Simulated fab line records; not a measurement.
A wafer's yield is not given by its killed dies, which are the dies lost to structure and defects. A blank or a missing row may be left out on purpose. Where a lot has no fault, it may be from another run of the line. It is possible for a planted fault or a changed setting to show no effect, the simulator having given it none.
One fault seen from 2 desks + flow gf180mcu + only its own numbers are on each desk; what lay behind them is given at the end

TOOL OWNER'S DESK, implanter-03
The tool's own readings at GF_MVSD_IMPLANT_08: means of the sampled wafers that have a number, for each lot that ran on this tool. The brackets show how far a lot's mean lies from the usual mean; more than 4 standard deviations puts the lot out of limits, marked OUT.
Columns: A = tilt deg at GF_MVSD_IMPLANT_08, usual -0.001 degrees
| lot  | first seen here | A                        |
|------|-----------------|--------------------------|
| L276 | day 5 15:38     | 0.006                    |
| L282 | day 7 05:13     | 13.843 (+99 or more) OUT |
| L283 | day 7 09:37     | 13.856 (+99 or more) OUT |
This desk's finding: out of limits on L282, L283; first on L282, day 7 05:13 (tilt deg at GF_MVSD_IMPLANT_08). L276: within limits.

METROLOGY DESK
Lot by lot, what the gauges showed, no matter which tool ran the lot: averages of those sampled wafers that carry a number. The brackets show how far a lot's mean lies from the usual mean; more than 4 standard deviations puts the lot out of limits, marked OUT.
Columns: A = MVSD_TW at GF_MVSD_TW_MEAS_11, usual 1585; B = MVSD_RS at GF_VT_IMPLANT_RS_MEAS_46, usual 456.6 ohm/sq; C = V1_W_RS at GF_V1_RS_MEAS_24, usual 0.328 ohm/sq
| lot  | first seen here | A               | B     | C     |
|------|-----------------|-----------------|-------|-------|
| L271 | day 4 10:25     | 1570            | 457.2 | 0.326 |
| L272 | day 4 16:02     | 1579            | 455.2 | 0.331 |
| L273 | day 4 21:14     | 1578            | 455.2 | 0.325 |
| L274 | day 5 03:07     | 1550            | 455.2 | 0.326 |
| L276 | day 5 16:01     | 1555            | 457.0 | 0.331 |
| L277 | day 5 21:04     | 1608            | 457.0 | 0.327 |
| L282 | day 7 05:37     | 1779 (+8.8) OUT | -     | 0.327 |
| L283 | day 7 10:01     | 1780 (+8.8) OUT | -     | 0.329 |
| L284 | day 7 14:29     | 1610            | 455.3 | 0.329 |
| L286 | day 8 04:37     | 1558            | 457.3 | 0.326 |
| L292 | day 9 12:12     | 1557            | 456.7 | 0.325 |
| L293 | day 9 18:29     | 1606            | 455.0 | 0.321 |
| L294 | day 10 00:50    | 1609            | 455.5 | 0.329 |
Per this desk, out of limits: L282, L283; the first was L282, day 7 05:37 (MVSD_TW at GF_MVSD_TW_MEAS_11). L271, L272, L273, L274, L276, L277, L284, L286, L292, L293, L294: within limits.

ALL TOGETHER
The tool owner's desk had the chance to raise an alarm at day 7 05:13 on L282, L283.
An alarm was possible from the metrology desk at day 7 05:37, on L282, L283.
GF_MVSD_IMPLANT_08 was run on implanter-03 by each of the lots named.

WHAT THE SIMULATOR HAD PUT IN
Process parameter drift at GF_MVSD_IMPLANT_08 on implanter-03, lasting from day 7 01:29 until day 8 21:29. From 0, the setting tilt deg moved by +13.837. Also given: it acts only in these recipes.
Struck lots among those shown: L282, L283.
Hours from the fault's start to each desk's first reading out of limits: the tool owner's desk, 4; the metrology desk, 4.
